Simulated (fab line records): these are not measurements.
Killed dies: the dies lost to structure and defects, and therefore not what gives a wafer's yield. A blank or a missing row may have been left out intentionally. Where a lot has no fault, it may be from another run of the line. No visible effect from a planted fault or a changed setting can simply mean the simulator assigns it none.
A single fault, viewed from 2 desks + flow sky130 + each desk has only its own numbers; what lay behind them comes last

== AT THE METROLOGY DESK ==
Means of the sampled wafers that have a number, per lot and without regard to the tool the lot ran on: this is what the gauges read. A lot is out of limits, marked OUT, if its mean lies more than 4 standard deviations from the usual mean; the brackets give that distance.
Columns: A = cd nm at SKY_CONTACT_CD_MEAS_14, usual 169.7 nm; B = CONTACT_W_RS at SKY_CONTACT_RS_MEAS_25, usual 0.338 ohm/sq; C = CONTACT_W_THK at SKY_CONTACT_THK_MEAS_26, usual 327 nm
| lot  | first seen here | A     | B     | C   |
|------|-----------------|-------|-------|-----|
| L124 | day 31 12:14    | 169.5 | 0.340 | 325 |
| L127 | day 32 18:38    | 169.3 | 0.339 | 326 |
| L128 | day 33 02:28    | 170.4 | 0.337 | 328 |
| L130 | day 33 23:22    | 171.0 | 0.325 | 339 |
| L131 | day 34 05:46    | 169.1 | 0.333 | 334 |
| L135 | day 35 12:44    | 169.3 | 0.342 | 320 |
| L136 | day 35 16:18    | 167.9 | 0.369 | 300 |
| L138 | day 36 02:40    | 167.7 | 0.351 | 317 |
| L141 | day 37 00:53    | 169.9 | 0.344 | 323 |
| L142 | day 37 11:20    | 168.1 | 0.345 | 322 |
| L144 | day 38 02:11    | 170.5 | 0.340 | 324 |
| L147 | day 39 03:55    | 169.5 | 0.342 | 323 |
Result from this desk: across the 12 lots, nothing is out of limits.

== DESK OF THE TOOL OWNER: cvd w-02 ==
The tool's own readings at SKY_CONTACT_CVD_24 (deposits W, target thk 340 nm, time 102.12 s): means of the sampled wafers that have a number, for each lot that ran on this tool. A lot is out of limits, marked OUT, if its mean lies more than 4 standard deviations from the usual mean; the brackets give that distance.
Columns: A = heater power w at SKY_CONTACT_CVD_24, usual 837 W
| lot  | first seen here | A   |
|------|-----------------|-----|
| L124 | day 31 13:11    | 888 |
| L128 | day 33 03:31    | 877 |
| L130 | day 34 00:19    | 903 |
| L131 | day 34 06:45    | 895 |
| L136 | day 35 17:14    | 892 |
| L138 | day 36 03:56    | 899 |
Result from this desk: across the 6 lots, nothing is out of limits.

== BROUGHT TOGETHER ==
Metrology desk: nothing out of limits seen.
The tool owner's desk saw nothing out of limits.

== WHAT WAS PUT IN BY THE SIMULATOR ==
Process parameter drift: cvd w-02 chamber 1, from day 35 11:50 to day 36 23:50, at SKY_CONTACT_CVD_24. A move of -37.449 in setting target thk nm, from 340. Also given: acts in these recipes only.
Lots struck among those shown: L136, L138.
